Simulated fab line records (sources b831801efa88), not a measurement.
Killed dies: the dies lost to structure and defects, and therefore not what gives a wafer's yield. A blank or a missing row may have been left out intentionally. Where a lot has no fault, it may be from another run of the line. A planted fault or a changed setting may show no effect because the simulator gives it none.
fab line records -- flow sky130
record: lots: 13, wafers: 39, lastDay: 50
route steps=708 shown POLY_GATE@205 SPACER@306 SD_N@349 PAD_OPEN@708
lots that met no fault: from a run of the same line without faults
startH: hours from the record's first day to the start of the lot's first wafer shown -- waitH: hours from the lot's prior step to this one -- " repeats the value in the row above -- L1.1+2: a row that stands for several wafers -- - no value, or no start was given -- * or withheld: withheld -- < > ~ a bound
route shown NAME@n: names a module that has steps shown in the file, with the first one's number in the route -- usual: mean/standard deviation of fault-free wafers -- same: alike in all rows -- chamber/n: place in a boat -- sites: per-site readings -- _std_site: their standard deviation -- _edge_site: mean of outer sites minus mean of inner sites -- radiusMm: for every site, how far away it sits from the centre of the wafer -- mask NAME#n: copy n -- behind: the tool/chamber that last shaped the wafer -- hold: reason for holding the lot/hours on hold/outcome of the hold -- device: transistor that didn't switch, given as n, p or np -- end of line: the tests these same wafers got at the end of their route -- where a step has no rows: the recipe by itself -- killed: at the first sort, the dies lost to defects and structure; wafer yield is something else -- map: per-die view of a wafer (x killed, . not killed, _ where there is no die)
set.NAME: the run value of the setting; set.NAME@STEP: its run value at that earlier step -- model.NAME: the simulator's own value behind a step, which no gauge read
the route's steps for a sample of lots (tables are steps, rows are wafers)
services: when a tool's chamber went out of use (startH, in hours from the record's first day, below 0 if earlier), for how many hours, and the reason
== steps ==
step: SKY_POLY_GATE_THK_MEAS_01
recipe: reads: poly-Si_of_POLY_GATE_CVD_00
usual: POLY_GATE_CVD_00_THK: 180.4/1.7
lot.wafer,tool,chamber,startH,waitH,POLY_GATE_CVD_00_THK[nm]
L259.1,filmMetro-01,-,304.18,0.0,181.5
L259.3,filmMetro-01,-,304.18,0.0,181.6
L259.5,filmMetro-01,-,304.18,0.0,183.0
L262.1,filmMetro-02,-,326.63,0.0,183.0
L262.3,filmMetro-02,-,326.63,0.0,183.5
L262.6,filmMetro-02,-,326.63,0.0,182.8
L263.2,filmMetro-02,-,342.02,0.0,178.3
L263.3,filmMetro-02,-,342.02,0.0,180.1
L263.4,filmMetro-02,-,342.02,0.0,179.6
L264.2,filmMetro-01,-,361.31,0.0,178.7
L264.4,filmMetro-01,-,361.31,0.0,176.9
L264.5,filmMetro-01,-,361.31,0.0,178.9
L265.2,filmMetro-03,-,371.90,0.0,178.6
L265.3,filmMetro-03,-,371.90,0.0,180.8
L265.4,filmMetro-03,-,371.90,0.0,179.8
L266.2,filmMetro-01,-,373.71,0.0,179.7
L266.3,filmMetro-01,-,373.71,0.0,181.4
L266.6,filmMetro-01,-,373.71,0.0,179.7
L272.2,filmMetro-02,-,434.71,0.0,181.8
L272.3,filmMetro-02,-,434.71,0.0,181.2
L272.5,filmMetro-02,-,434.71,0.0,181.1
L275.1,filmMetro-02,-,446.90,0.0,181.9
L275.3,filmMetro-02,-,446.90,0.0,182.9
L275.5,filmMetro-02,-,446.90,0.0,181.8
L276.1,filmMetro-03,-,454.18,0.0,179.9
L276.3,filmMetro-03,-,454.18,0.0,179.4
L276.4,filmMetro-03,-,454.18,0.0,179.1
L277.1,filmMetro-03,-,477.86,0.0,181.4
L277.3,filmMetro-03,-,477.86,0.0,180.0
L277.4,filmMetro-03,-,477.86,0.0,180.2
L279.1,filmMetro-03,-,483.13,0.0,180.4
L279.2,filmMetro-03,-,483.13,0.0,181.6
L279.6,filmMetro-03,-,483.13,0.0,179.3
L281.1,filmMetro-03,-,494.65,0.0,182.0
L281.2,filmMetro-03,-,494.65,0.0,182.0
L281.3,filmMetro-03,-,494.65,0.0,182.7
L282.1,filmMetro-01,-,507.17,0.0,177.8
L282.2,filmMetro-01,-,507.17,0.0,177.5
L282.5,filmMetro-01,-,507.17,0.0,177.4
step: SKY_SPACER_ETCHBACK_02
recipe: chemistry: CH3F/O2, target: Si3N4, stopOn: SiO2, sourceW: 400, biasW: 80, pressureMtorr: 25, ch3fFlowSccm: 40, O2_flow_sccm: 30, timeS: 46.7, targetDepthA: 450
usual: O2_flow_sccm: 30.00/0.094, biasW: 80.00/0.22, chamberPressureMTorr: 25.000/0.022, drypumpMotorCurrentA: 5.8/0.33, oesProductAu: 0.855/0.0058, throttleValvePct: 10.562/0.0088
lot.wafer,tool,chamber,startH,waitH,O2_flow_sccm,biasW,chamberPressureMTorr,drypumpMotorCurrentA,oesProductAu,rfHoursCounterH,throttleValvePct
L259.1,rieDiel-01,0,516.98,0.1,29.79,79.72,25.029,5.6,0.854,5,10.553
L259.3,rieDiel-01,1,516.98,0.1,29.93,80.10,24.992,6.0,0.853,38,10.546
L259.5,rieDiel-01,2,516.98,0.1,30.13,79.90,24.961,6.0,0.847,-,10.576
L262.1,rieDiel-01,0,543.43,0.1,30.02,79.86,24.998,5.6,0.857,5,10.559
L262.3,rieDiel-01,3,543.43,0.1,29.91,79.70,25.044,6.3,0.856,7,10.551
L262.6,rieDiel-01,2,543.43,0.1,29.95,79.89,25.000,6.0,0.863,-,10.570
L263.2,rieDiel-01,1,558.29,0.0,29.85,80.09,25.010,6.0,0.858,38,10.569
L263.3,rieDiel-01,2,558.29,0.0,29.96,80.17,24.983,6.0,0.852,6,10.568
L263.4,rieDiel-01,3,558.29,0.0,29.82,80.28,25.026,6.2,0.854,7,10.574
L264.2,rieDiel-01,2,579.30,0.0,29.93,79.93,25.029,6.0,0.843,6,10.548
L264.4,rieDiel-01,3,579.30,0.0,29.86,80.08,25.027,6.3,0.849,7,10.571
L264.5,rieDiel-01,3,579.30,0.0,29.96,80.01,24.988,6.3,0.850,-,10.551
L265.2,rieDiel-01,2,589.99,0.0,-,-,-,-,-,-,-
L265.3,rieDiel-01,3,589.99,0.0,-,-,-,-,-,-,-
L265.4,rieDiel-01,1,589.99,0.0,-,-,-,-,-,-,-
L266.2,rieDiel-03,2,593.55,0.0,-,-,-,-,-,-,-
L266.3,rieDiel-03,1,593.55,0.0,-,-,-,-,-,-,-
L266.6,rieDiel-03,3,593.55,0.0,-,-,-,-,-,-,-
L272.2,rieDiel-01,2,650.18,0.0,30.12,80.26,25.025,6.0,0.861,8,10.555
L272.3,rieDiel-01,3,650.18,0.0,29.96,79.99,25.029,6.3,0.860,9,10.570
L272.5,rieDiel-01,2,650.18,0.0,30.07,80.41,24.995,6.0,0.859,-,10.564
L275.1,rieDiel-03,0,664.28,0.1,29.95,80.22,25.022,5.6,0.854,3,10.561
L275.3,rieDiel-03,1,664.28,0.1,30.03,79.88,24.972,6.0,0.851,8,10.559
L275.5,rieDiel-03,3,664.28,0.1,30.02,80.08,24.985,6.1,0.856,-,10.557
L276.1,rieDiel-01,0,667.88,0.1,30.02,79.77,24.961,5.6,0.859,7,10.580
L276.3,rieDiel-01,1,667.88,0.1,30.09,80.09,24.980,6.0,0.854,40,10.562
L276.4,rieDiel-01,3,667.88,0.1,29.99,80.47,25.006,6.2,0.851,9,10.550
L277.1,rieDiel-02,1,689.70,0.1,30.09,80.11,25.008,5.5,0.860,10,10.562
L277.3,rieDiel-02,3,689.70,0.1,30.12,80.08,24.959,5.0,0.862,43,10.567
L277.4,rieDiel-02,1,689.70,0.1,30.08,80.02,25.002,5.4,0.858,-,10.543
L279.1,rieDiel-03,0,695.57,0.1,30.11,79.97,24.987,5.6,0.861,4,10.573
L279.2,rieDiel-03,3,695.57,0.1,29.87,79.94,24.997,6.0,0.858,5,10.566
L279.6,rieDiel-03,0,695.57,0.1,29.97,79.82,25.017,5.5,0.854,-,10.571
L281.1,rieDiel-03,3,702.99,0.1,30.21,79.74,25.005,6.0,0.854,5,10.567
L281.2,rieDiel-03,0,702.99,0.1,29.93,79.99,24.998,5.6,0.852,4,10.562
L281.3,rieDiel-03,2,702.99,0.1,29.89,79.91,24.972,5.9,0.845,14,10.553
L282.1,rieDiel-02,1,716.55,0.1,30.19,80.20,25.000,5.5,0.847,10,10.550
L282.2,rieDiel-02,3,716.55,0.1,29.96,80.07,24.992,5.0,0.856,43,10.568
L282.5,rieDiel-02,0,716.55,0.1,30.07,79.95,25.023,5.7,0.857,-,10.585
step: SKY_SD_N_CD_MEAS_07
recipe: targetCdNm: 380
usual: cdNm: 380.2/2.6
lot.wafer,tool,chamber,startH,waitH,cdNm
L259.1,cdSem-02,-,635.82,0.1,379.1
L259.3,cdSem-02,-,635.82,0.1,380.4
L259.5,cdSem-02,-,635.82,0.1,378.2
L262.1,cdSem-01,-,661.22,0.1,381.3
L262.3,cdSem-01,-,661.22,0.1,384.7
L262.6,cdSem-01,-,661.22,0.1,382.7
L263.2,cdSem-02,-,673.38,0.1,382.2
L263.3,cdSem-02,-,673.38,0.1,386.5
L263.4,cdSem-02,-,673.38,0.1,383.2
L264.2,cdSem-02,-,694.08,0.1,376.8
L264.4,cdSem-02,-,694.08,0.1,378.2
L264.5,cdSem-02,-,694.08,0.1,380.2
L272.2,cdSem-01,-,760.99,0.1,380.4
L272.3,cdSem-01,-,760.99,0.1,381.1
L272.5,cdSem-01,-,760.99,0.1,379.6
L275.1,cdSem-02,-,774.02,0.1,380.5
L275.3,cdSem-02,-,774.02,0.1,382.5
L275.5,cdSem-02,-,774.02,0.1,381.2
L276.1,cdSem-01,-,777.92,0.1,381.8
L276.3,cdSem-01,-,777.92,0.1,380.7
L276.4,cdSem-01,-,777.92,0.1,385.7
L277.1,cdSem-02,-,798.66,0.1,381.5
L277.3,cdSem-02,-,798.66,0.1,379.6
L277.4,cdSem-02,-,798.66,0.1,379.7
L279.1,cdSem-02,-,803.91,0.1,382.5
L279.2,cdSem-02,-,803.91,0.1,380.7
L279.6,cdSem-02,-,803.91,0.1,379.1
L281.1,cdSem-01,-,810.97,0.1,372.0
L281.2,cdSem-01,-,810.97,0.1,374.9
L281.3,cdSem-01,-,810.97,0.1,372.9
L282.1,cdSem-02,-,824.37,0.1,377.4
L282.2,cdSem-02,-,824.37,0.1,378.3
L282.5,cdSem-02,-,824.37,0.1,378.6
step: SKY_SD_N_OVL_MEAS_08
usual: SD_N_OVL: -0.1/1.3
lot.wafer,tool,chamber,startH,waitH,SD_N_OVL[nm]
L259.1,overlay-02,-,635.94,0.1,-2.1
L259.3,overlay-02,-,635.94,0.1,-2.5
L259.5,overlay-02,-,635.94,0.1,-1.1
L262.1,overlay-01,-,661.34,0.1,-0.4
L262.3,overlay-01,-,661.34,0.1,-1.4
L262.6,overlay-01,-,661.34,0.1,-0.7
L263.2,overlay-01,-,673.49,0.1,0.2
L263.3,overlay-01,-,673.49,0.1,2.4
L263.4,overlay-01,-,673.49,0.1,2.3
L264.2,overlay-01,-,694.19,0.1,-0.9
L264.4,overlay-01,-,694.19,0.1,0.0
L264.5,overlay-01,-,694.19,0.1,0.3
L272.2,overlay-01,-,761.10,0.1,-2.4
L272.3,overlay-01,-,761.10,0.1,0.2
L272.5,overlay-01,-,761.10,0.1,-0.3
L275.1,overlay-01,-,774.14,0.1,-1.8
L275.3,overlay-01,-,774.14,0.1,-1.9
L275.5,overlay-01,-,774.14,0.1,-0.6
L276.1,overlay-02,-,778.04,0.1,1.2
L276.3,overlay-02,-,778.04,0.1,1.4
L276.4,overlay-02,-,778.04,0.1,2.7
L277.1,overlay-01,-,798.78,0.1,0.2
L277.3,overlay-01,-,798.78,0.1,-1.9
L277.4,overlay-01,-,798.78,0.1,-1.4
L279.1,overlay-02,-,804.03,0.1,0.2
L279.2,overlay-02,-,804.03,0.1,-2.2
L279.6,overlay-02,-,804.03,0.1,0.1
L281.1,overlay-02,-,811.09,0.1,1.3
L281.2,overlay-02,-,811.09,0.1,0.7
L281.3,overlay-02,-,811.09,0.1,-1.0
L282.1,overlay-01,-,824.49,0.1,0.9
L282.2,overlay-01,-,824.49,0.1,-2.0
L282.5,overlay-01,-,824.49,0.1,-1.4
step: SKY_PAD_OPEN_PROBE_99
usual: killed_at_M0_to_M3: 44/7.3, killed_at_M4_up: 3.1/1.9, killedAtContacts: 24/5.3, killedAtFrontEnd: 15/4, killedAtOther: 0.4/0.6, killedDies: 86/9.2, killedOnRim: 17/3.5, killedOpen: 47/6.9, killedShort: 39/6.9
same: grossDies: 492, killedAtBackSide: 0
lot.wafer,tool,chamber,startH,waitH,killed_at_M0_to_M3,killed_at_M4_up,killedAtContacts,killedAtFrontEnd,killedAtOther,killedDies,killedOnRim,killedOpen,killedShort
L259.1,prober-02,-,1067.73,0.1,43,6,27,16,2,94,22,44,49
L259.3,prober-02,-,1067.83,0.2,61,4,22,14,0,101,23,53,48
L259.5,prober-02,-,1067.93,0.2,50,3,17,18,0,88,14,44,44
L263.2,prober-02,-,1094.58,0.1,41,4,15,10,1,71,16,35,35
L263.3,prober-02,-,1094.63,0.2,32,2,28,13,1,76,12,36,39
L263.4,prober-02,-,1094.68,0.2,35,3,18,13,1,70,16,34,34
L265.2,prober-02,-,1115.81,0.1,39,6,27,419,1,492,96,50,34
L265.3,prober-02,-,1115.86,0.2,47,3,18,424,0,492,96,40,39
L265.4,prober-02,-,1115.91,0.2,47,6,25,414,0,492,96,50,45
L266.2,prober-01,-,1116.21,0.1,48,3,18,423,0,492,96,39,45
L266.3,prober-01,-,1116.26,0.2,38,3,19,432,0,492,96,30,45
L266.6,prober-01,-,1116.41,0.2,53,0,21,418,0,492,96,42,43
L277.1,prober-01,-,1179.54,0.1,52,3,23,10,0,88,18,52,35
L277.3,prober-01,-,1179.64,0.2,52,3,20,19,2,96,20,55,40
L277.4,prober-01,-,1179.69,0.2,47,0,18,23,0,88,21,43,44
L279.1,prober-02,-,1186.10,0.1,36,1,34,20,0,91,21,49,41
L279.2,prober-02,-,1186.15,0.1,39,3,22,20,0,84,11,46,38
L279.6,prober-02,-,1186.35,0.2,37,4,32,16,0,89,17,56,33
L281.1,prober-02,-,1190.77,0.1,46,2,31,14,0,93,21,54,39
L281.2,prober-02,-,1190.82,0.1,51,2,17,22,0,92,13,53,39
L281.3,prober-02,-,1190.87,0.2,44,3,33,20,0,100,19,62,38
L282.1,prober-01,-,1195.06,0.1,39,5,27,14,1,86,17,49,36
L282.2,prober-01,-,1195.11,0.1,42,5,29,13,1,90,18,54,33
L282.5,prober-01,-,1195.26,0.2,57,2,24,21,0,104,16,54,49
killed by level:class
L259.1 LI_CONTACT:geometricParticle:open=8 FIELD_ISO:geometricParticle:open=7 VIA2:geometricParticle:open=7 CONTACT:geometricParticle:open=6 CONTACT:geometricParticle:short=6 VIA3:geometricParticle:short=6 METAL1:geometricParticle:short=5 VIA1:geometricParticle:open=5
L259.3 VIA1:geometricParticle:open=14 METAL2:geometricParticle:short=9 CONTACT:geometricParticle:open=8 VIA2:geometricParticle:open=7 METAL3:geometricParticle:short=7 LI_CONTACT:geometricParticle:open=6 VIA2:geometricParticle:short=6 VIA3:geometricParticle:open=5
L259.5 VIA1:geometricParticle:open=9 VIA2:geometricParticle:open=9 VIA1:geometricParticle:short=8 CONTACT:geometricParticle:short=6 METAL1:geometricParticle:short=6 LI_CONTACT:geometricParticle:open=5 VIA3:geometricParticle:open=5 FIELD_ISO:geometricParticle:short=4
L263.2 VIA1:geometricParticle:open=10 FIELD_ISO:geometricParticle:short=6 LI_CONTACT:geometricParticle:open=6 VIA3:geometricParticle:open=6 LOCAL_INTERCONNECT:geometricParticle:short=5 METAL2:geometricParticle:short=5 METAL1:geometricParticle:short=4 VIA1:geometricParticle:short=4
L263.3 CONTACT:geometricParticle:short=9 CONTACT:geometricParticle:open=9 VIA1:geometricParticle:open=6 VIA1:geometricParticle:short=6 FIELD_ISO:geometricParticle:open=5 LI_CONTACT:geometricParticle:open=5 VIA2:geometricParticle:open=5 METAL1:geometricParticle:short=4
L263.4 CONTACT:geometricParticle:open=9 VIA1:geometricParticle:open=9 METAL1:geometricParticle:short=6 VIA2:geometricParticle:open=6 METAL2:geometricParticle:short=5 FIELD_ISO:geometricParticle:short=4 POLY_GATE:geometricParticle:short=3 LI_CONTACT:geometricParticle:open=3
L265.2 SPACER:areaEtchback=408 CONTACT:geometricParticle:open=13 VIA1:geometricParticle:open=8 VIA3:geometricParticle:open=7 VIA2:geometricParticle:open=7 VIA2:geometricParticle:short=5 METAL2:geometricParticle:short=5 LI_CONTACT:geometricParticle:open=4
L265.3 SPACER:areaEtchback=413 VIA1:geometricParticle:open=9 CONTACT:geometricParticle:open=8 METAL2:geometricParticle:short=8 METAL1:geometricParticle:short=6 VIA3:geometricParticle:open=5 LI_CONTACT:geometricParticle:open=4 VIA2:geometricParticle:short=4
L265.4 SPACER:areaEtchback=397 CONTACT:geometricParticle:open=15 METAL2:geometricParticle:short=9 VIA2:geometricParticle:open=9 VIA1:geometricParticle:open=6 METAL1:geometricParticle:short=6 FIELD_ISO:geometricParticle:short=5 VIA1:geometricParticle:short=5
L266.2 SPACER:areaEtchback=408 VIA3:geometricParticle:open=11 METAL1:geometricParticle:short=6 VIA1:geometricParticle:short=6 LOCAL_INTERCONNECT:geometricParticle:short=5 VIA1:geometricParticle:open=5 FIELD_ISO:geometricParticle:short=4 POLY_GATE:geometricParticle:short=4
L266.3 SPACER:areaEtchback=417 LI_CONTACT:geometricParticle:open=8 POLY_GATE:geometricParticle:short=7 VIA2:geometricParticle:open=7 METAL2:geometricParticle:short=6 LOCAL_INTERCONNECT:geometricParticle:short=5 CONTACT:geometricParticle:short=5 VIA1:geometricParticle:short=5
L266.6 SPACER:areaEtchback=407 VIA1:geometricParticle:open=12 METAL1:geometricParticle:short=11 LI_CONTACT:geometricParticle:open=8 CONTACT:geometricParticle:open=7 METAL2:geometricParticle:short=7 VIA3:geometricParticle:short=6 VIA2:geometricParticle:open=5
L277.1 VIA1:geometricParticle:open=15 CONTACT:geometricParticle:open=11 VIA2:geometricParticle:open=9 VIA1:geometricParticle:short=6 CONTACT:geometricParticle:short=5 VIA3:geometricParticle:open=5 LOCAL_INTERCONNECT:geometricParticle:short=4 METAL2:geometricParticle:short=4
L277.3 VIA2:geometricParticle:open=13 VIA3:geometricParticle:open=8 VIA1:geometricParticle:open=8 METAL2:geometricParticle:short=7 FIELD_ISO:geometricParticle:open=6 CONTACT:geometricParticle:short=6 CONTACT:geometricParticle:open=6 LI_CONTACT:geometricParticle:open=5
L277.4 VIA2:geometricParticle:open=12 FIELD_ISO:geometricParticle:short=7 VIA1:geometricParticle:open=7 FIELD_ISO:geometricParticle:open=6 CONTACT:geometricParticle:short=6 LI_CONTACT:geometricParticle:open=5 VIA2:geometricParticle:short=5 METAL1:geometricParticle:short=4
L279.1 CONTACT:geometricParticle:open=15 LI_CONTACT:geometricParticle:open=7 VIA1:geometricParticle:open=7 VIA3:geometricParticle:open=7 FIELD_ISO:geometricParticle:open=6 POLY_GATE:geometricParticle:short=6 VIA1:geometricParticle:short=6 LOCAL_INTERCONNECT:geometricParticle:short=4
L279.2 CONTACT:geometricParticle:open=9 VIA1:geometricParticle:open=9 POLY_GATE:geometricParticle:open=8 METAL1:geometricParticle:short=7 POLY_GATE:geometricParticle:short=4 VIA1:geometricParticle:short=4 LOCAL_INTERCONNECT:geometricParticle:short=4 LI_CONTACT:geometricParticle:open=4
L279.6 CONTACT:geometricParticle:open=17 LI_CONTACT:geometricParticle:open=8 METAL1:geometricParticle:short=6 VIA1:geometricParticle:short=6 VIA2:geometricParticle:open=6 VIA1:geometricParticle:open=5 METAL2:geometricParticle:short=5 FIELD_ISO:geometricParticle:open=4
L281.1 CONTACT:geometricParticle:open=13 VIA1:geometricParticle:open=13 CONTACT:geometricParticle:short=9 VIA3:geometricParticle:open=7 FIELD_ISO:geometricParticle:short=6 METAL1:geometricParticle:short=6 VIA2:geometricParticle:open=6 FIELD_ISO:geometricParticle:open=5
L281.2 VIA3:geometricParticle:open=10 VIA1:geometricParticle:open=9 CONTACT:geometricParticle:open=8 METAL2:geometricParticle:short=8 VIA2:geometricParticle:open=7 VIA1:geometricParticle:short=6 FIELD_ISO:geometricParticle:open=5 POLY_GATE:geometricParticle:open=5
L281.3 VIA1:geometricParticle:open=14 LI_CONTACT:geometricParticle:open=12 CONTACT:geometricParticle:open=11 VIA3:geometricParticle:open=8 VIA1:geometricParticle:short=6 FIELD_ISO:geometricParticle:open=5 POLY_GATE:geometricParticle:short=5 VIA2:geometricParticle:short=5
L282.1 CONTACT:geometricParticle:open=13 VIA1:geometricParticle:open=12 VIA2:geometricParticle:open=8 FIELD_ISO:geometricParticle:open=5 METAL4:geometricParticle:short=5 METAL1:geometricParticle:short=5 LI_CONTACT:geometricParticle:open=4 METAL3:geometricParticle:short=3
L282.2 CONTACT:geometricParticle:open=13 VIA1:geometricParticle:open=9 LI_CONTACT:geometricParticle:open=7 VIA3:geometricParticle:open=6 METAL2:geometricParticle:short=5 VIA1:geometricParticle:short=5 VIA2:geometricParticle:open=4 FIELD_ISO:geometricParticle:short=3
L282.5 METAL2:geometricParticle:short=11 CONTACT:geometricParticle:open=10 VIA1:geometricParticle:open=9 LI_CONTACT:geometricParticle:open=7 METAL1:geometricParticle:short=6 VIA2:geometricParticle:open=6 VIA1:geometricParticle:short=6 FIELD_ISO:geometricParticle:short=5
== services ==
tool,chamber,startH,hours,kind
rieDiel-01,3,507.88,12.4,repair
rieDiel-02,0,531.18,7.0,repair
rieDiel-02,1,542.41,3.3,repair
rieDiel-02,3,554.44,8.7,repair
rieDiel-02,2,563.15,-,clean
rieDiel-02,2,563.15,15.5,scheduledDown
rieDiel-02,2,563.15,15.5,ventCycle
rieDiel-02,3,582.88,3.7,repair
rieDiel-01,0,637.50,14.2,repair
rieDiel-03,3,669.68,14.2,repair
rieDiel-02,0,675.93,15.2,repair
rieDiel-03,1,714.84,3.3,repair
== key ==
firstSign: step: SKY_SPACER_ETCHBACK_02, reading: toolRecord, direction: missing
effect: step: SKY_PAD_OPEN_PROBE_99, reading: killedAtFrontEnd, direction: up, sigmas: 99+, usual: 15, struck: 422
moreKillsBornAt: SKY_SPACER_ETCHBACK_02@rieDiel-03: 1232, SKY_SPACER_ETCHBACK_02@rieDiel-01: 1216
metAt SKY_SPACER_ETCHBACK_02
struckLots L265,L266
laterRowsLeftOut L265.2,L265.3,L265.4,L266.2,L266.3,L266.6
testerLeftOut L265,L266
notActingAt SKY_POLY_GATE_THK_MEAS_01,SKY_SD_N_CD_MEAS_07,SKY_SD_N_OVL_MEAS_08
onsetBetween 579.30 589.99
fault: kind: skippedStepWhole, tool: rieDiel-01,rieDiel-03, chamber: -, onsetH: 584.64, steps: SKY_SPACER_ETCHBACK_02, scope: struckLotsOnly
testerLeftOut: of these lots the tester's yield and bins aren't shown, on N5 and GAA mostly nor the transistor test; their killed dies are dies lost to structure and defects alone, not to doping, threshold or leakage, so they don't give the yield
laterRowsLeftOut: the simulator's readings of these wafers behind a module that went badly wrong aren't trusted and aren't shown, but for the sort
